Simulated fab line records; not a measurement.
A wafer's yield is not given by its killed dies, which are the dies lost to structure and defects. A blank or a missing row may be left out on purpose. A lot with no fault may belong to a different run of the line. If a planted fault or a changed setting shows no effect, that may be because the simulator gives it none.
The tool behind it: which one?	flow gf180mcu	13 lots, 39 wafers sampled, at 4 steps of a route of 602

## WHAT THE GAUGES SHOWED, per wafer
GF_V1_OVL_MEAS_15.
lot	measured	on	V1_OVL (nm)
L195	day 18 09:17	overlay-02	-1 0 2
L196	day 19 02:44	overlay-01	8 -3 4
L200	day 20 06:04	overlay-01	4 -1 2
L201	day 20 22:05	overlay-01	-3 0 -6
L204	day 21 20:54	overlay-01	1 3 -4
L205	day 21 20:56	overlay-02	2 8 5
L207	day 22 15:21	overlay-02	0 -1 8
L208	day 23 03:36	overlay-02	4 1 -1
L209	day 23 08:58	overlay-02	3 6 -10
L210	day 23 14:52	overlay-02	-7 3 -5
L213	day 24 18:40	overlay-01	1 8 3
L214	day 24 23:45	overlay-02	-7 0 -4
L215	day 25 04:46	overlay-02	-10 -6 -1

GF_M2_CD_MEAS_14 targets a cd of 280 nm.
lot	measured	on	cdNm (nm)
L195	day 19 11:38	cdSem-01	280.8 281.2 280.9
L196	day 20 04:29	cdSem-01	279.3 278.5 280.0
L200	day 21 07:17	cdSem-02	279.6 279.3 279.3
L201	day 21 23:40	cdSem-01	277.1 278.2 277.9
L204	day 22 22:23	cdSem-02	279.6 278.9 279.0
L205	day 22 22:02	cdSem-02	277.8 278.5 278.2
L207	day 23 16:23	cdSem-01	280.6 280.6 279.1
L208	day 24 03:52	cdSem-01	281.7 282.0 281.6
L209	day 24 08:58	cdSem-02	278.9 276.9 279.3
L210	day 24 14:29	cdSem-01	278.7 278.7 278.2
L213	day 25 18:13	cdSem-01	280.1 281.5 281.0
L214	day 26 01:35	cdSem-01	278.8 277.9 277.9
L215	day 26 03:35	cdSem-01	279.1 279.1 279.2

## TOOL THAT RAN EACH LOT (tool first, then ch and the chambers of the sampled wafers, then the start)
lot	GF_STI_WET_ETCH_17	GF_M2_SPUTTER_00
L195	wetBench-03 ch 1, day 2 01:37	pvdSputter-03, day 18 10:45
L196	wetBench-03 ch 3, day 2 08:02	pvdSputter-03, day 19 04:07
L200	wetBench-01 ch 1, day 3 05:13	pvdSputter-02, day 20 07:29
L201	wetBench-03 ch 3, day 3 12:14	pvdSputter-01, day 20 23:31
L204	wetBench-03 ch 1, day 4 01:13	pvdSputter-03, day 21 22:20
L205	wetBench-03 ch 2, day 4 04:43	pvdSputter-02, day 21 22:20
L207	wetBench-01 ch 1, day 4 15:11	pvdSputter-02, day 22 16:46
L208	wetBench-03 ch 1, day 4 21:01	pvdSputter-01, day 23 04:59
L209	wetBench-04 ch 1, day 5 01:28	pvdSputter-01, day 23 10:21
L210	wetBench-01 ch 2, day 5 06:46	pvdSputter-02, day 23 16:16
L213	wetBench-04 ch 2, day 5 21:50	pvdSputter-02, day 24 20:07
L214	wetBench-01 ch 2, day 6 03:55	pvdSputter-02, day 25 01:08
L215	wetBench-03 ch 1, day 6 09:19	pvdSputter-03, day 25 06:10
- GF_STI_WET_ETCH_17: etches Si3N4 in H3PO4, target depth 45 nm, time 514 s.
- GF_M2_SPUTTER_00: material Ti, target thk 37.5 nm, time 150 s.

## WHAT THE TOOLS THEMSELVES READ (means of the sampled wafers that have a number; where no wafer has one, the mark that the record gives instead)
GF_STI_WET_ETCH_17.
lot	tool	tempC (C)
L195	wetBench-03	160.01
L196	wetBench-03	159.99
L200	wetBench-01	160.04
L201	wetBench-03	159.89
L204	wetBench-03	160.10
L205	wetBench-03	160.03
L207	wetBench-01	160.15
L208	wetBench-03	159.89
L209	wetBench-04	160.00
L210	wetBench-01	160.07
L213	wetBench-04	160.21
L214	wetBench-01	158.75
L215	wetBench-03	159.94

GF_M2_SPUTTER_00.
lot	tool	throttleValvePct (%)
L195	pvdSputter-03	29.2
L196	pvdSputter-03	29.5
L200	pvdSputter-02	31.2
L201	pvdSputter-01	29.5
L204	pvdSputter-03	29.7
L205	pvdSputter-02	31.0
L207	pvdSputter-02	31.5
L208	pvdSputter-01	30.0
L209	pvdSputter-01	28.9
L210	pvdSputter-02	31.1
L213	pvdSputter-02	31.0
L214	pvdSputter-02	30.4
L215	pvdSputter-03	29.2

## THE ANSWER, worked out from the rows above alone
Rule: the usual values come from the lots themselves. Put in order of their means at a reading, lots are off if they are a third of the lots or fewer, leave a main group of 4 or more, and stand apart from it by a gap of 3 or more times the standard deviation of the main group's means; of several such gaps the widest counts. If all means in a main group match to the digits the tables above print for the reading, that group is not used. Also off: a lot with no number at a reading for which 4 or more lots have one. Any other lot the step has rows for is counted as sound. After the gauges, taken in route order, come the tools' own readings; for these a lot's mean is taken, as printed above. At the first step where some lot is off, the reading lying furthest off is the one used; lots without a number count as furthest.
Off: L214, at GF_STI_WET_ETCH_17 (tempC). The main group has a mean of 160.03 C with a standard deviation of 0.093.
If a tool, at that step or one of the process steps before it, ran each lot that is off and ran no sound lot following the first of them, it fits. One fits: wetBench-01 at GF_STI_WET_ETCH_17. A fault onset in the window from L210 (day 5 06:46, its last sound lot) to L214 (day 6 03:55, its first lot off) fits.
On the lots that are off, the tool's own readings at GF_STI_WET_ETCH_17 differ by more than 5 times the standard deviation of the sound lots' means, which bears it out; tempC reads 158.75 C there versus 160.03 C on the sound lots.

## WHAT THE SIMULATOR HAD PUT IN
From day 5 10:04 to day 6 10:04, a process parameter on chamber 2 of wetBench-01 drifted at GF_STI_WET_ETCH_17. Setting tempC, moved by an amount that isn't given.
Shown lots that were struck: L214. The rule above found the same.
